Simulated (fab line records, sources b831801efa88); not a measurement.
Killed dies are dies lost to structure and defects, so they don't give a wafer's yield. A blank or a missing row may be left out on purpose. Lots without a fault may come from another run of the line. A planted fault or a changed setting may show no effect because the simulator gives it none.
fab line records | flow sky130
record lots=13 wafers=39 last_day=50
route steps=708 shown LDD_N@245 POLY_CUT@316 LI_CONTACT@378
lots that met no fault: from a run of the same line without faults
start_h: hours from the record's first day to the start of the lot's first wafer shown | wait_h: hours since the lot's step before | " the same as in the row above | L1.1+2: a row that stands for several wafers | - no value, or no start given | * or withheld: withheld | < > ~ a bound
route shown NAME@n: a module of which the file shows steps, and the number in the route of the first | usual: mean/standard deviation of fault-free wafers | same: alike in all rows | chamber/n: place in a boat | sites: the reading at each site | _std_site: their standard deviation | _edge_site: outer sites' mean less inner sites' | radius_mm: how far each site lies from the wafer's centre | mask NAME#n: copy n | behind: the tool/chamber that last shaped the wafer | hold: why the lot was held/for how many hours/how that ended | device: the transistor (n, p or np) that didn't switch | end of line: the same wafers' tests at the end of the route | a step without rows: its recipe alone | killed: dies lost to structure and defects at the first sort, not the wafer's yield | map: a wafer's dies, x killed, . not, _ none there
set.NAME: the setting as run; set.NAME@STEP: as run at that earlier step | model.NAME: the simulator's own value behind a step, which no gauge read
steps of the route over a sample of lots; a table a step, a row a wafer
services: from which hour (start_h, from the record's first day; less than 0 if before it) a tool's chamber was out of use, for how many hours, and why
## steps
# step SKY_LDD_N_IMPLANT_08
# recipe species=As energy_kev=20 dose_cm2=7.5e+13 tilt_deg=withheld rotation_deg=23
# usual rotation_deg=23.000/0.024
# columns lot.wafer tool chamber start_h wait_h rotation_deg
L893.2 implanter-01 0 443.40 0.0 22.977
L893.3 " 0 " " 22.965
L893.5 " 0 " " 22.980
L892.2 implanter-02 0 443.97 0.0 22.952
L892.3 " 0 " " 22.965
L892.6 " 0 " " 22.974
L890.3 implanter-04 0 444.24 0.1 22.985
L890.4 " 0 " " 22.981
L890.5 " 0 " " 23.005
L894.1 implanter-01 0 444.58 0.3 23.005
L894.3 " 0 " " 22.990
L894.5 " 0 " " 23.003
L895.2 implanter-01 0 450.90 0.0 22.951
L895.3 " 0 " " 22.982
L895.4 " 0 " " 22.971
L896.1 implanter-02 0 456.84 0.0 22.994
L896.3 " 0 " " 22.988
L896.6 " 0 " " 22.962
L897.3 implanter-04 0 468.83 0.1 23.036
L897.4 " 0 " " 23.025
L897.6 " 0 " " 23.011
L898.1 implanter-04 0 478.04 0.0 23.002
L898.2 " 0 " " 23.040
L898.5 " 0 " " 23.043
L901.2 implanter-02 0 498.65 0.0 23.022
L901.3 " 0 " " 22.977
L901.6 " 0 " " 23.008
L905.2 implanter-02 0 564.36 0.0 226.63
L905.4 " 0 " " 226.62
L905.6 " 0 " " 226.61
L907.1 implanter-02 0 573.14 0.0 226.66
L907.2 " 0 " " 226.68
L907.4 " 0 " " 226.68
L912.1 implanter-04 0 602.74 0.0 23.009
L912.2 " 0 " " 23.041
L912.5 " 0 " " 23.024
L913.1 implanter-04 0 609.14 0.0 22.970
L913.2 " 0 " " 23.003
L913.6 " 0 " " 22.976
# step SKY_POLY_CUT_OVL_MEAS_09
# usual POLY_CUT_OVL=2/6.2
# columns lot.wafer tool chamber start_h wait_h POLY_CUT_OVL[nm]
L893.2 overlay-01 - 598.24 0.1 2
L893.3 " - " " -2
L893.5 " - " " 5
L890.3 overlay-02 - 598.67 0.1 0
L890.4 " - " " 0
L890.5 " - " " -1
L892.2 overlay-01 - 598.73 0.1 -1
L892.3 " - " " 5
L892.6 " - " " -1
L894.1 overlay-01 - 599.84 0.1 3
L894.3 " - " " 4
L894.5 " - " " 9
L895.2 overlay-01 - 604.59 0.1 11
L895.3 " - " " 8
L895.4 " - " " 12
L896.1 overlay-02 - 610.01 0.1 2
L896.3 " - " " -1
L896.6 " - " " 0
L897.3 overlay-01 - 619.65 0.1 4
L897.4 " - " " 7
L897.6 " - " " 2
L898.1 overlay-01 - 631.72 0.1 -1
L898.2 " - " " -4
L898.5 " - " " 4
L901.2 overlay-01 - 648.27 0.1 -2
L901.3 " - " " -3
L901.6 " - " " -1
L905.2 overlay-01 - 709.82 0.1 2
L905.4 " - " " 6
L905.6 " - " " 9
L907.1 overlay-02 - 719.56 0.1 17
L907.2 " - " " 10
L907.4 " - " " 7
L912.1 overlay-01 - 749.44 0.1 -1
L912.2 " - " " 1
L912.5 " - " " -2
L913.1 overlay-01 - 754.91 0.1 -6
L913.2 " - " " -6
L913.6 " - " " -4
# step SKY_LI_CONTACT_STRIP_16
# recipe chemistry=O2/N2 power_w=1400 pressure_mtorr=1500 platen_temp_c=withheld o2_flow_sccm=3000 n2_flow_sccm=300 overash_fraction=0.5
# usual drypump_motor_current_A=5.5/0.46 oes_product_au=0.378/0.0046 strip_time_to_endpoint_s=3.55/0.049
# columns lot.wafer tool chamber start_h wait_h drypump_motor_current_A oes_product_au rf_hours_counter_h strip_time_to_endpoint_s
L893.2 plasma_asher-01 0 713.78 - 4.9 0.376 28 3.53
L893.3 " 0 " " 4.9 0.379 - 3.55
L893.5 " 0 " " 4.9 0.381 - 3.61
L890.3 plasma_asher-02 1 714.83 - 5.4 0.378 - 3.53
L890.4 " 0 " " 6.0 0.376 - 3.49
L890.5 " 1 " " 5.4 0.379 - 3.54
L892.2 plasma_asher-03 1 715.15 - 5.0 0.386 106 3.61
L892.3 " 0 " " 6.0 0.378 - 3.61
L892.6 " 1 " " 5.0 0.376 - 3.57
L894.1 plasma_asher-02 1 716.37 - 5.4 0.371 90 3.49
L894.3 " 0 " " 6.0 0.377 - 3.50
L894.5 " 0 " " 6.0 0.378 - 3.48
L895.2 plasma_asher-03 0 719.37 - 6.0 0.378 107 3.49
L895.3 " 0 " " 6.0 0.382 - 3.58
L895.4 " 1 " " 5.0 0.380 - 3.54
L896.1 plasma_asher-03 0 725.13 - 6.0 0.384 107 3.55
L896.3 " 1 " " 4.9 0.373 - 3.54
L896.6 " 1 " " 5.0 0.372 - 3.56
L897.3 plasma_asher-02 0 734.43 - 6.0 0.373 - 3.61
L897.4 " 1 " " 5.4 0.381 - 3.51
L897.6 " 0 " " 6.0 0.379 - 3.60
L898.1 plasma_asher-02 1 747.42 - 5.4 0.381 93 3.58
L898.2 " 0 " " 6.0 0.384 93 3.56
L898.5 " 0 " " 6.0 0.380 - 3.51
L901.2 plasma_asher-03 0 763.52 - 6.0 0.381 2 3.49
L901.3 " 0 " " 6.0 0.379 - 3.54
L901.6 " 0 " " 6.0 0.378 - 3.46
L905.2 plasma_asher-01 1 819.22 - 5.8 0.372 38 3.51
L905.4 " 1 " " 5.8 0.381 - 3.61
L905.6 " 0 " " 4.9 0.379 - 3.57
L907.1 plasma_asher-03 0 830.47 - 6.0 0.371 8 3.47
L907.2 " 1 " " 5.0 0.378 8 3.52
L907.4 " 0 " " 6.0 0.371 - 3.60
L912.1 plasma_asher-03 1 857.78 - 5.0 0.378 12 3.51
L912.2 " 0 " " 6.0 0.383 12 3.60
L912.5 " 1 " " 5.0 0.372 - 3.57
L913.1 plasma_asher-03 1 862.93 - 5.0 0.374 12 3.60
L913.2 " 0 " " 6.0 0.389 12 3.65
L913.6 " 0 " " 6.0 0.379 - 3.63
# step SKY_LI_CONTACT_THK_MEAS_23
# recipe thk_meas_gauge=xrf reads=W_of_LI_CONTACT_CVD_21
# usual LI_CONTACT_W_THK=407/6.3
# columns lot.wafer tool chamber start_h wait_h LI_CONTACT_W_THK[nm]
L893.2 film_metro-02 - 714.47 0.1 404
L893.3 " - " " 403
L893.5 " - " " 409
L890.3 film_metro-01 - 715.50 0.1 410
L890.4 " - " " 413
L890.5 " - " " 412
L892.2 film_metro-01 - 715.84 0.1 405
L892.3 " - " " 406
L892.6 " - " " 405
L894.1 film_metro-04 - 717.05 0.1 407
L894.3 " - " " 407
L894.5 " - " " 405
L895.2 film_metro-02 - 720.06 0.1 403
L895.3 " - " " 408
L895.4 " - " " 409
L896.1 film_metro-01 - 725.81 0.1 403
L896.3 " - " " 410
L896.6 " - " " 402
L897.3 film_metro-02 - 735.10 0.1 407
L897.4 " - " " 403
L897.6 " - " " 405
L898.1 film_metro-02 - 748.12 0.1 409
L898.2 " - " " 414
L898.5 " - " " 412
L901.2 film_metro-01 - 764.25 0.1 403
L901.3 " - " " 391
L901.6 " - " " 397
L905.2 film_metro-01 - 819.91 0.1 401
L905.4 " - " " 397
L905.6 " - " " 405
L907.1 film_metro-04 - 831.15 0.1 408
L907.2 " - " " 402
L907.4 " - " " 411
L912.1 film_metro-04 - 858.49 0.1 417
L912.2 " - " " 419
L912.5 " - " " 417
L913.1 film_metro-02 - 863.61 0.1 413
L913.2 " - " " 415
L913.6 " - " " 409
## services
# columns tool chamber start_h hours kind
implanter-04 - 452.21 5.4 repair
plasma_asher-03 - 455.57 0.7 repair
implanter-04 - 497.84 0.8 repair
implanter-04 - 511.71 2.0 repair
implanter-04 - 521.40 4.9 repair
plasma_asher-03 - 568.71 1.1 repair
plasma_asher-03 - 570.49 1.9 repair
implanter-02 - 583.74 2.8 repair
implanter-01 - 611.05 1.2 repair
implanter-02 - 651.86 2.2 repair
implanter-04 - 665.40 3.3 pm
plasma_asher-03 - 681.42 1.1 repair
plasma_asher-02 - 696.93 8.1 repair
implanter-04 - 716.28 2.4 repair
plasma_asher-03 - 733.75 9.0 pm
implanter-02 - 745.04 3.0 pm
implanter-01 - 745.89 2.3 repair
implanter-04 - 754.68 3.2 pm
implanter-04 - 782.86 1.2 repair
implanter-02 - 806.41 7.4 pm
plasma_asher-02 - 815.24 0.8 repair
plasma_asher-02 - 829.63 14.6 pm
implanter-01 - 841.79 4.8 repair
implanter-01 - 846.56 3.3 pm
## key
first_sign step=SKY_LDD_N_IMPLANT_08 reading=rotation_deg direction=up sigmas=99+ usual=23.000 struck=226.65
effect none on later readings
met_at SKY_LDD_N_IMPLANT_08
struck_lots L905,L907
tester_left_out L905,L907
not_acting_at SKY_POLY_CUT_OVL_MEAS_09,SKY_LI_CONTACT_STRIP_16,SKY_LI_CONTACT_THK_MEAS_23
onset_between 498.65 564.36
fault kind=process_parameter_drift tool=implanter-02 chamber=- onset_h=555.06 steps=SKY_LDD_N_IMPLANT_08 channel=rotation_deg offset=203.63 shape=step end_h=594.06 acts_in=these_recipes_only stated=23
# tester_left_out: of these lots the tester's yield and bins aren't shown, on N5 and GAA mostly nor the transistor test; their killed dies are dies lost to structure and defects alone, not to doping, threshold or leakage, so they don't give the yield
